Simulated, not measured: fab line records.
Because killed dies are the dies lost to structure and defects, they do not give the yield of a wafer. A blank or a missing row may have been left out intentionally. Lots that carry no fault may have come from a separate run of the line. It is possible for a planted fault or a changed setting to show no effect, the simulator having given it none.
2 desks, one fault || flow sky130 || each desk holds nothing but its own numbers, with what lay behind them at the end

## TOOL OWNER'S DESK, lithoTrack-02
The tool's own readings at SKY_LOCAL_INTERCONNECT_COAT_06 (resist thk 450 nm): means of the sampled wafers that have a number, for each lot that ran on this tool. A lot is out of limits, marked OUT, if its mean lies more than 4 standard deviations from the usual mean; the brackets give that distance.
Columns: A = spinSpeedRpm at SKY_LOCAL_INTERCONNECT_COAT_06, usual 2999.7 rpm
{"lot": "L704", "first seen here": "day 29 23:00", "A": 2999.5}
{"lot": "L705", "first seen here": "day 30 07:00", "A": 2999.1}
{"lot": "L709", "first seen here": "day 32 07:00", "A": 3000.6}
{"lot": "L713", "first seen here": "day 33 06:00", "A": "3125.1 (+52) OUT"}
{"lot": "L715", "first seen here": "day 33 21:00", "A": "3125.0 (+52) OUT"}
{"lot": "L716", "first seen here": "day 34 14:00", "A": "3127.5 (+53) OUT"}
{"lot": "L724", "first seen here": "day 36 23:00", "A": 2999.8}
{"lot": "L726", "first seen here": "day 37 16:00", "A": 2999.2}
{"lot": "L725", "first seen here": "day 37 17:00", "A": 2999.6}
This desk finds L713, L715, L716 out of limits, L713 being first, at day 33 06:00 (spinSpeedRpm at SKY_LOCAL_INTERCONNECT_COAT_06). In limits: L704, L705, L709, L724, L726, L725.

## METROLOGY DESK
What the gauges read, lot by lot, whatever tool the lot ran on: means of the sampled wafers that have a number. A lot is out of limits, marked OUT, if its mean lies more than 4 standard deviations from the usual mean; the brackets give that distance.
Columns: A = LOCAL_INTERCONNECT_OVL at SKY_LOCAL_INTERCONNECT_OVL_MEAS_12, usual -1 nm; B = CONTACT_CVD_00_THK at SKY_CONTACT_THK_MEAS_01, usual 75.0 nm
{"lot": "L704", "first seen here": "day 30 13:21", "A": -1, "B": 73.9}
{"lot": "L705", "first seen here": "day 30 21:34", "A": -0, "B": 75.5}
{"lot": "L706", "first seen here": "day 31 11:29", "A": 7, "B": 73.6}
{"lot": "L709", "first seen here": "day 32 22:17", "A": 6, "B": 75.3}
{"lot": "L713", "first seen here": "day 33 19:57", "A": -3, "B": 74.7}
{"lot": "L715", "first seen here": "day 34 10:05", "A": 1, "B": 74.9}
{"lot": "L716", "first seen here": "day 35 04:17", "A": -1, "B": 74.0}
{"lot": "L720", "first seen here": "day 35 22:47", "A": -6, "B": 74.5}
{"lot": "L721", "first seen here": "day 36 10:23", "A": -3, "B": 74.4}
{"lot": "L724", "first seen here": "day 37 13:32", "A": 9, "B": 74.9}
{"lot": "L726", "first seen here": "day 38 06:19", "A": -1, "B": 75.2}
{"lot": "L725", "first seen here": "day 38 06:53", "A": -7, "B": 75.6}
Result from this desk: across the 12 lots, nothing is out of limits.

## BROUGHT TOGETHER
At day 33 06:00, on L713, L715, L716, the tool owner's desk was in a position to raise an alarm.
From the metrology desk's view, nothing was out of limits.
The metrology desk has L713, L715, L716 on record, within its limits.
Of the lots named, all ran SKY_LOCAL_INTERCONNECT_COAT_06 on lithoTrack-02.

## WHAT THE SIMULATOR HAD PUT IN
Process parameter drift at SKY_LOCAL_INTERCONNECT_COAT_06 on lithoTrack-02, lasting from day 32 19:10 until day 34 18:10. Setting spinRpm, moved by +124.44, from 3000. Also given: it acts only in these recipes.
Lots struck among those shown: L713, L715, L716.
Hours from the fault's start to each desk's first reading out of limits: the tool owner's desk, 11.
